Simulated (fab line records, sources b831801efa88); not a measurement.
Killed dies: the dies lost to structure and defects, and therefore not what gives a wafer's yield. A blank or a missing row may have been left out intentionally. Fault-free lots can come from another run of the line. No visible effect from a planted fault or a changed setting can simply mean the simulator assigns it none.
Which tool is to blame? | flow gf180mcu | 42 wafers from 14 lots sampled at 5 of the route's 602 steps

## WHAT THE GAUGES READ, wafer by wafer
GF_NSD_TW_MEAS_12.
lot  | measured     | on           | NSD_TW
L311 | day 13 15:49 | filmMetro-04 | 4263 4285 4252
L312 | day 13 23:55 | filmMetro-03 | 4324 4301 4301
L313 | day 14 16:38 | filmMetro-04 | 4271 4281 4280
L314 | day 15 01:55 | filmMetro-03 | 4287 4286 4302
L315 | day 15 05:33 | filmMetro-03 | 4287 4273 4315
L316 | day 15 09:58 | filmMetro-03 | 4280 4289 4299
L317 | day 15 23:07 | filmMetro-01 | 4344 4312 4308
L318 | day 16 08:56 | filmMetro-01 | 4250 4268 4229
L319 | day 16 17:59 | filmMetro-03 | 4293 4290 4284
L321 | day 17 01:31 | filmMetro-01 | 4257 4260 4260
L323 | day 17 21:49 | filmMetro-04 | 4267 4235 4258
L330 | day 20 05:46 | filmMetro-04 | 4235 4229 4237
L331 | day 20 17:35 | filmMetro-04 | 4260 4243 4267
L332 | day 20 21:26 | filmMetro-03 | 4252 4295 4294

GF_SALICIDE_RS_MEAS_04: a four-point-probe measurement.
lot  | measured     | on           | SALICIDE_TIN_RS (ohm/sq)
L311 | day 15 11:04 | filmMetro-03 | 16.2 16.4 16.1
L312 | day 15 19:02 | filmMetro-02 | 16.8 16.6 16.5
L313 | day 16 14:02 | filmMetro-02 | 15.7 16.0 15.7
L314 | day 16 23:53 | filmMetro-02 | 15.8 15.7 15.8
L315 | day 17 02:10 | filmMetro-02 | 16.4 16.3 15.8
L316 | day 17 07:31 | filmMetro-03 | 15.8 15.7 15.8
L317 | day 17 21:31 | filmMetro-03 | 15.8 15.5 15.7
L318 | day 18 07:49 | filmMetro-02 | 16.0 16.0 15.8
L319 | day 18 16:02 | filmMetro-04 | 15.9 16.0 16.2
L321 | day 19 01:19 | filmMetro-04 | 16.8 16.4 16.4
L323 | day 19 22:55 | filmMetro-04 | 16.4 16.0 15.9
L330 | day 22 07:29 | filmMetro-02 | 16.4 15.8 16.4
L331 | day 22 18:14 | filmMetro-02 | 19.1 16.6 16.4
L332 | day 22 21:54 | filmMetro-04 | 18.5 16.3 16.4

GF_CONTACT_BOW_MEAS_05.
lot  | measured     | on           | CONTACT_BOW (um)
L311 | day 15 12:04 | filmMetro-03 | 60 65 66
L312 | day 15 20:02 | filmMetro-02 | 55 61 63
L313 | day 16 15:02 | filmMetro-01 | 77 60 66
L314 | day 17 00:53 | filmMetro-02 | 59 66 61
L315 | day 17 03:10 | filmMetro-02 | 58 77 66
L316 | day 17 08:37 | filmMetro-03 | 81 65 75
L317 | day 17 22:47 | filmMetro-03 | 64 66 79
L318 | day 18 08:50 | filmMetro-02 | 66 80 66
L319 | day 18 17:14 | filmMetro-03 | 55 68 63
L321 | day 19 02:26 | filmMetro-01 | 66 58 66
L323 | day 19 23:55 | filmMetro-01 | 61 61 62
L330 | day 22 08:29 | filmMetro-03 | 70 66 51
L331 | day 22 19:16 | filmMetro-01 | 75 73 64
L332 | day 22 23:00 | filmMetro-02 | 66 67 55

## EACH LOT AND THE TOOL THAT RAN IT (in order: tool; ch and the chambers of the sampled wafers; start)
lot  | GF_SALICIDE_SPUTTER_02      | GF_SALICIDE_RTA_06
L311 | pvdSputter-02, day 15 10:58 | rtpAnneal-01 ch 0, day 15 11:14
L312 | pvdSputter-03, day 15 18:57 | rtpAnneal-01 ch 0, day 15 19:12
L313 | pvdSputter-01, day 16 13:58 | rtpAnneal-01 ch 0, day 16 14:13
L314 | pvdSputter-01, day 16 23:48 | rtpAnneal-02 ch 0, day 17 00:03
L315 | pvdSputter-01, day 17 02:06 | rtpAnneal-01 ch 0, day 17 02:20
L316 | pvdSputter-02, day 17 07:28 | rtpAnneal-02 ch 0, day 17 07:42
L317 | pvdSputter-01, day 17 21:28 | rtpAnneal-01 ch 0, day 17 21:42
L318 | pvdSputter-01, day 18 07:45 | rtpAnneal-01 ch 0, day 18 08:00
L319 | pvdSputter-01, day 18 15:55 | rtpAnneal-02 ch 0, day 18 16:12
L321 | pvdSputter-03, day 19 01:14 | rtpAnneal-01 ch 0, day 19 01:31
L323 | pvdSputter-03, day 19 22:51 | rtpAnneal-01 ch 0, day 19 23:05
L330 | pvdSputter-02, day 22 07:25 | rtpAnneal-02 ch 0, day 22 07:40
L331 | pvdSputter-03, day 22 18:10 | rtpAnneal-01 ch 0, day 22 18:25
L332 | pvdSputter-03, day 22 21:51 | rtpAnneal-02 ch 0, day 22 22:05
- GF_SALICIDE_SPUTTER_02: material Co, target thk 10 nm, time 20 s.
- GF_SALICIDE_RTA_06: time 30 s.

## AS READ BY THE TOOLS THEMSELVES (means over the sampled wafers that have a number; for cases with no such wafer, the mark the record gives instead)
GF_SALICIDE_SPUTTER_02.
lot  | tool          | throttleValvePct (%)
L311 | pvdSputter-02 | 30.2
L312 | pvdSputter-03 | 30.5
L313 | pvdSputter-01 | 29.4
L314 | pvdSputter-01 | 29.6
L315 | pvdSputter-01 | 30.1
L316 | pvdSputter-02 | 30.5
L317 | pvdSputter-01 | 29.5
L318 | pvdSputter-01 | 29.5
L319 | pvdSputter-01 | 29.7
L321 | pvdSputter-03 | 30.6
L323 | pvdSputter-03 | 30.3
L330 | pvdSputter-02 | 30.1
L331 | pvdSputter-03 | 30.5
L332 | pvdSputter-03 | 30.0

GF_SALICIDE_RTA_06.
lot  | tool         | lampPowerPct (%) | wafer_temp_C_max
L311 | rtpAnneal-01 | 6.3              | 532.5
L312 | rtpAnneal-01 | 6.3              | 532.8
L313 | rtpAnneal-01 | 6.3              | 533.6
L314 | rtpAnneal-02 | 7.6              | 532.3
L315 | rtpAnneal-01 | 6.3              | 533.3
L316 | rtpAnneal-02 | 7.6              | 531.6
L317 | rtpAnneal-01 | 6.3              | 533.5
L318 | rtpAnneal-01 | 6.3              | 533.5
L319 | rtpAnneal-02 | 7.6              | 532.0
L321 | rtpAnneal-01 | 6.3              | 532.8
L323 | rtpAnneal-01 | 6.3              | 533.0
L330 | rtpAnneal-02 | 7.6              | 532.7
L331 | rtpAnneal-01 | 6.3              | 533.2
L332 | rtpAnneal-02 | 7.6              | 532.7

## THE ANSWER, worked out from the rows above alone
Rule: what is usual is taken from the lots themselves. The widest of any qualifying gaps counts: lots, ordered by their means at a reading, are off when they make up no more than a third of the lots, leave a main group of 4 or more, and stand apart from it by 3 or more times the standard deviation of that group's means. A main group is skipped when, at the precision printed for the reading in the tables above, its means are all equal. A lot without any number at a reading at which 4 lots or more have one is off too. All remaining lots with rows at the step are treated as sound. Order of review: gauges by route order, followed by the tools' own readings, for which a lot's mean as printed above is used. The first step at which some lot is off is used, and at that step the reading that is off furthest; a lot without a number counts as furthest.
Across all readings shown, no lot is off: no conclusion can be drawn from this.

## WHAT THE SIMULATOR HAD PUT IN
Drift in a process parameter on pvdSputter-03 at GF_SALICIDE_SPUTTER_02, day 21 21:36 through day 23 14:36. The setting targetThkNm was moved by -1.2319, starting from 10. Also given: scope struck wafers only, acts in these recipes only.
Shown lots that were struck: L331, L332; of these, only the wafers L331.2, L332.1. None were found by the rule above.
